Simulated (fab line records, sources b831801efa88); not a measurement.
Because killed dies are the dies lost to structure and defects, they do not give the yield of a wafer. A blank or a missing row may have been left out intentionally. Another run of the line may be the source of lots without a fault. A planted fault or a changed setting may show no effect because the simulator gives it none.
Check for tools in common | flow gf180mcu | Lots sampled 12, wafers sampled 36

REASON IT WAS OPENED
2 of 12 lots carry a flag on the reading MVSD_RS at GF_VT_IMPLANT_RS_MEAS_46. No-fault wafers: 456.4 ohm/sq, standard deviation 1.1.
Rule: flag the lot when none of its wafers has a number, or when each of its wafers that has one lies beyond 4 standard deviations from that mean. The other lots count as sound.

lot  | measured     | on            | MVSD_RS (ohm/sq), wafer by wafer | flag
L312 | day 7 07:19  | film_metro-01 | 454.2 454.9 455.2                |
L313 | day 7 11:53  | film_metro-03 | 455.0 455.7 457.4                |
L314 | day 7 21:19  | film_metro-01 | 456.9 457.2 456.5                |
L316 | day 8 08:06  | film_metro-04 | 456.5 457.4 456.4                |
L323 | day 11 02:38 | film_metro-03 | 462.3 462.3 462.9                | FLAGGED
L326 | day 11 18:06 | film_metro-04 | 462.6 462.8 462.7                | FLAGGED
L328 | day 12 06:52 | film_metro-04 | 455.6 456.2 456.8                |
L330 | day 13 00:46 | film_metro-01 | 455.6 457.1 456.1                |
L331 | day 13 06:41 | film_metro-04 | 458.3 457.6 456.7                |
L332 | day 13 08:05 | film_metro-03 | 456.5 456.4 457.5                |
L334 | day 13 15:53 | film_metro-04 | 452.2 453.8 452.5                |
L335 | day 14 08:58 | film_metro-01 | 458.1 455.9 457.2                |
The mean of the flagged lots' numbers is 462.6 ohm/sq, +6.2 ohm/sq from the usual (+6 standard deviations).

TOOL THAT RAN EACH LOT
3 process steps preceding the reading are held in the record, out of 602 steps in the route. In each cell: the tool, then ch and the chambers that the sampled wafers went through, then the start.
lot  | flag    | GF_STI_ETCH_14                  | GF_STI_STRIP_15                     | GF_MVSD_IMPLANT_08
L312 |         | rie_si-02 ch 1,2, day 2 00:49   | plasma_asher-03 ch 1, day 2 00:53   | implanter-02 ch 0, day 4 09:00
L313 |         | rie_si-02 ch 1,3, day 2 07:16   | plasma_asher-03 ch 0,1, day 2 07:21 | implanter-02 ch 0, day 4 14:26
L314 |         | rie_si-02 ch 0,1, day 2 12:46   | plasma_asher-01 ch 0,1, day 2 12:50 | implanter-03 ch 0, day 4 23:12
L316 |         | rie_si-01 ch 0,3, day 2 21:55   | plasma_asher-04 ch 0,1, day 2 22:01 | implanter-04 ch 0, day 5 06:21
L323 | FLAGGED | rie_si-01 ch 1,2,3, day 4 10:20 | plasma_asher-01 ch 0,1, day 4 10:26 | implanter-04 ch 0, day 7 11:50
L326 | FLAGGED | rie_si-02 ch 0,1,3, day 5 02:52 | plasma_asher-01 ch 0,1, day 5 02:56 | implanter-04 ch 0, day 8 01:41
L328 |         | rie_si-01 ch 1,2,3, day 5 11:40 | plasma_asher-04 ch 0,1, day 5 11:44 | implanter-03 ch 0, day 8 11:48
L330 |         | rie_si-02 ch 1,2,3, day 6 01:04 | plasma_asher-04 ch 0,1, day 6 01:08 | implanter-03 ch 0, day 9 03:38
L331 |         | rie_si-01 ch 0,2,3, day 6 04:52 | plasma_asher-03 ch 0,1, day 6 04:56 | implanter-03 ch 0, day 9 09:56
L332 |         | rie_si-02 ch 1,2,3, day 6 11:43 | plasma_asher-04 ch 0,1, day 6 11:48 | implanter-03 ch 0, day 9 10:32
L334 |         | rie_si-02 ch 1,2,3, day 6 19:25 | plasma_asher-03 ch 0,1, day 6 19:30 | implanter-03 ch 0, day 9 18:17
L335 |         | rie_si-01 ch 0,2,3, day 7 03:34 | plasma_asher-03 ch 0,1, day 7 03:39 | implanter-03 ch 0, day 10 07:48
What is done by these steps:
- GF_STI_ETCH_14: etches Si in HBr/Cl2/O2, target depth 360 nm, time 102.9 s.
- GF_STI_STRIP_15: strips in O2/N2.
- GF_MVSD_IMPLANT_08
- GF_VT_IMPLANT_RS_MEAS_46: measures by four-point-probe.

FLAGGED AGAINST TOTAL, ONE TOOL AT A TIME (gauges that did the reading follow at the end)
step                     | tool            | lots run | flagged | share of the flagged lots | sound lots run after its first flagged lot
GF_STI_ETCH_14           | rie_si-01       | 5        | 1       | some                      | 3 (L328,L331,L335)
GF_STI_ETCH_14           | rie_si-02       | 7        | 1       | some                      | 3 (L330,L332,L334)
GF_STI_STRIP_15          | plasma_asher-01 | 3        | 2       | all                       | 0
GF_STI_STRIP_15          | plasma_asher-03 | 5        | 0       | none                      | -
GF_STI_STRIP_15          | plasma_asher-04 | 4        | 0       | none                      | -
GF_MVSD_IMPLANT_08       | implanter-02    | 2        | 0       | none                      | -
GF_MVSD_IMPLANT_08       | implanter-03    | 7        | 0       | none                      | -
GF_MVSD_IMPLANT_08       | implanter-04    | 3        | 2       | all                       | 0
GF_VT_IMPLANT_RS_MEAS_46 | film_metro-01   | 4        | 0       | none                      | -
GF_VT_IMPLANT_RS_MEAS_46 | film_metro-03   | 3        | 1       | some                      | 1 (L332)
GF_VT_IMPLANT_RS_MEAS_46 | film_metro-04   | 5        | 1       | some                      | 3 (L328,L331,L334)

THE TABLE: WHAT IT ALLOWS
2 rows of the table ran every flagged lot: plasma_asher-01 at GF_STI_STRIP_15, implanter-04 at GF_MVSD_IMPLANT_08.
- plasma_asher-01 at GF_STI_STRIP_15: 2 of its 3 lots flagged. A fault beginning between L314 (day 2 12:50), its last sound lot, and L323 (day 4 10:26), its first flagged one, fits the data.
- implanter-04 at GF_MVSD_IMPLANT_08: 2 of its 3 lots flagged. A fault beginning between L316 (day 5 06:21), its last sound lot, and L323 (day 7 11:50), its first flagged one, fits the data. Its own readings (beam_energy_keV) fall more than 4 standard deviations out on all wafers of the flagged lots.
These 2 tools cannot be told apart by counting lots, since each of them fits a fault that started at some hour. More lots, or a look at what each step does to the wafer, might.

WHAT WAS PUT IN BY THE SIMULATOR
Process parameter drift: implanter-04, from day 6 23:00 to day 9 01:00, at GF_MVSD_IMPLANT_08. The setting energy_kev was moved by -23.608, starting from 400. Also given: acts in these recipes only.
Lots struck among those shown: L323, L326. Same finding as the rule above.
